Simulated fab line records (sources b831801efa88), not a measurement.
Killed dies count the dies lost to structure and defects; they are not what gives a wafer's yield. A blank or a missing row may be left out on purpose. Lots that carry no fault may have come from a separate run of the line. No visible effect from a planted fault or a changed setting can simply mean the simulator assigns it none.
A lot that was struck, set against a sound lot / flow sky130 / 18 out of 708 route steps
Sound: these wafers, L792.2, L792.5, L792.6. Struck: wafers L788.2, L788.3, L788.6. At the end, the cause is stated.
Order at every step that has rows: each side's tool, ch and its chambers, its first start. Under that, the readings that differ: sound wafers / struck wafers / difference of the means / sigmas: that difference in standard deviations of wafers without a fault.
alike: same words and numbers on both sides, and readings whose means sit less than 2 such deviations apart. not compared: any withheld reading, any reading some wafer has no value for, any bound like >300 that may hide the same value, and any number with overlapping values for which the record gives no deviation.
Wherever a step has rows on one side only, a row that says differs or no value, or a row with sigmas, the two part there. Numbers that have no deviation but don't overlap get no sigmas and don't part them. A reading missing from all wafers of one side parts the sides only when that side holds two or more wafers.

SKY_RES_XHIGH_STRIP_08: strips in O2/N2.
  sound on plasmaAsher-04 ch 0,1, day 32 18:38; struck on plasmaAsher-02 ch 0,1, day 31 16:56
reading=stripTimeToEndpointS (s); sound=14.29 14.30 14.36; struck=14.21 14.18 14.24; difference=-0.11; sigmas=-3
  alike: drypumpMotorCurrentA, oesProductAu
  not compared: rfHoursCounterH
SKY_RES_XHIGH_TW_MEAS_09:
  sound on filmMetro-02, day 32 18:45; struck on filmMetro-04, day 31 17:03
  alike: RES_XHIGH_TW
then, 7 steps without rows for these wafers: SKY_SD_N_DEHYDRATE_00 (time 60 s); SKY_SD_N_HMDS_01 (prime time 60 s); SKY_SD_N_COAT_02 (resist thk 1140 nm); SKY_SD_N_SOFTBAKE_03 (time 60 s); SKY_SD_N_EXPOSE_04 (exposes mask NSDM, target cd 380 nm); SKY_SD_N_PEB_05; SKY_SD_N_DEVELOP_06 (develop time 60 s).
SKY_SD_N_CD_MEAS_07 targets a cd of 380 nm.
  sound on cdSem-01, day 33 21:16; struck on cdSem-02, day 32 20:13
reading=cdNm (nm); sound=375.4 375.8 373.4; struck=381.4 381.7 381.4; difference=+6.6; sigmas=+2
SKY_SD_N_OVL_MEAS_08:
  sound on overlay-02, day 33 21:22; struck on overlay-02, day 32 20:19
  alike: SD_N_OVL
following that, these wafers have no rows for 1 step: SKY_SD_N_IMPLANT_09.
SKY_SD_N_IMPLANT_10:
  struck on implanter-03, day 32 20:31; sound on implanter-01 ch 0, day 33 21:34
  no value came back on the struck wafers for beamEnergyKeV, beamOnS (s); on the sound wafers beamEnergyKeV reads 20.005 19.999 20.002
SKY_SD_N_STRIP_11: strips in O2/N2.
  sound on plasmaAsher-02 ch 0,1, day 33 21:42; struck on plasmaAsher-01 ch 0,1, day 32 20:39
  alike: drypumpMotorCurrentA, oesProductAu, stripTimeToEndpointS
  not compared: rfHoursCounterH
SKY_SD_N_TW_MEAS_12:
  sound on filmMetro-02, day 33 21:49; struck on filmMetro-01, day 32 20:46
reading=SD_N_TW; sound=3973 3989 3990; struck=4049 4041 4031; difference=+56; sigmas=+2
then, 1 step without rows for these wafers: SKY_SD_N_CLEAN_13 (cleans in SC1/SC2, time 150 s).
SKY_SD_N_RTA_14: time 2 s.
  sound on rtpAnneal-01 ch 0, day 33 21:55; struck on rtpAnneal-01 ch 0, day 32 20:52
  alike: lampPowerPct, wafer_temp_C_max
SKY_SD_N_RS_MEAS_16: uses a four-point probe to measure.
  sound on filmMetro-02, day 33 22:06; struck on filmMetro-04, day 32 21:03
reading=SD_N_RS (ohm/sq); sound=68.63 68.34 68.48; struck=71.05 70.81 70.76; difference=+2.39; sigmas=+22

== WHERE THEY PART ==
At SKY_RES_XHIGH_STRIP_08 first; at SKY_SD_N_RS_MEAS_16 last (within this record only).

WHY: the cause the simulator had injected
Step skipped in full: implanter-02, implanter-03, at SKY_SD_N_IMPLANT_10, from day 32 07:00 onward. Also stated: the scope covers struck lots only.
